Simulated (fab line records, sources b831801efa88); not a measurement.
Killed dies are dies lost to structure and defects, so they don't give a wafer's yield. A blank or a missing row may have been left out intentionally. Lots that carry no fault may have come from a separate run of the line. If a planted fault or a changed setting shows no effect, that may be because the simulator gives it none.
8D (eight disciplines) problem report, filled in by code || flow sky130 || the parts of the form that need people (team, actions taken, sign-off) are left out

1. THE ISSUE
SONOS_ONO_OXIDATION_THK at SKY_SONOS_ONO_THK_MEAS_01 reads a mean of 5.88 nm on 12 wafers of 4 lots; wafers without a fault read 2.61 nm with a standard deviation of 0.053. Measured from the usual mean, that is +62 standard deviations.
Earliest sighting: wafer L321.1 on filmMetro-04 at day 13 19:18. At this step, 36 wafers from 12 lots have a number in the record. Rule for "out", or "out of limits": more than 4 standard deviations from the usual mean. The other wafers with a number count as sound.

2. WHAT IT IS; WHAT IT IS NOT
{"question": "which readings at this step", "is": "SONOS_ONO_OXIDATION_THK", "is not": "-"}
{"question": "which lots", "is": "L321, L322, L325, L327", "is not": "L314, L315, L316, L329, L332, L333, L335, L337"}
{"question": "which wafers of those lots", "is": "all that have a number", "is not": "-"}
{"question": "read on which gauges", "is": "filmMetro-04", "is not": "filmMetro-01, filmMetro-03"}
{"question": "when", "is": "from day 13 19:18", "is not": "up to then (9 sound wafers); but 15 sound wafers of L329, L332, L333, L335, L337 came after"}

3. SUSPECTS, AND WHAT RULES EACH OUT
Counting: a tool stays on the suspect list if, at a process step up to the reading, it processed all lots that are out and no sound lot following the first of them.
- the gauge at SKY_SONOS_ONO_THK_MEAS_01: kept. All the wafers that are out were read on filmMetro-04, and no step on other tools shows them out.
The count leaves filmMetro-04 at SKY_SONOS_ONO_THK_MEAS_01.

4. THE CAUSE (what the simulator had put in)
Metrology matching offset: filmMetro-04, from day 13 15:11 on, at SKY_SONOS_ONO_THK_MEAS_01. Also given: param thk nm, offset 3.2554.
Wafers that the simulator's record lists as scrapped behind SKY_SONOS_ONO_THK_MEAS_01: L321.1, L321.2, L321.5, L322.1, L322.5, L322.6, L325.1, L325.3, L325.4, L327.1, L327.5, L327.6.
Only this tool survived the counting.

5. SEQUENCE OF EFFECTS, ordered by route
One row per reading whose mean, taken over the struck wafers that have a number, lies over 3 standard deviations from the usual. Readings are gone through only where the record gives a usual standard deviation; hours: the median, over the lots, of the time from a lot's start at the first step in this table giving one to that lot's start at this step; sigmas: the change measured in usual standard deviations.
{"hours": 0, "step": "SKY_SONOS_ONO_THK_MEAS_01", "reading": "SONOS_ONO_OXIDATION_THK", "usual": "2.61 nm", "on struck wafers": 5.88, "change": "+3.27", "sigmas": "+62"}

6. HOW IT WOULD HAVE BEEN CAUGHT EARLIER
4 hours passed between the start of the fault at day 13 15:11 and the first reading out of limits at a measuring or inspecting step in this record, taken at day 13 19:18.
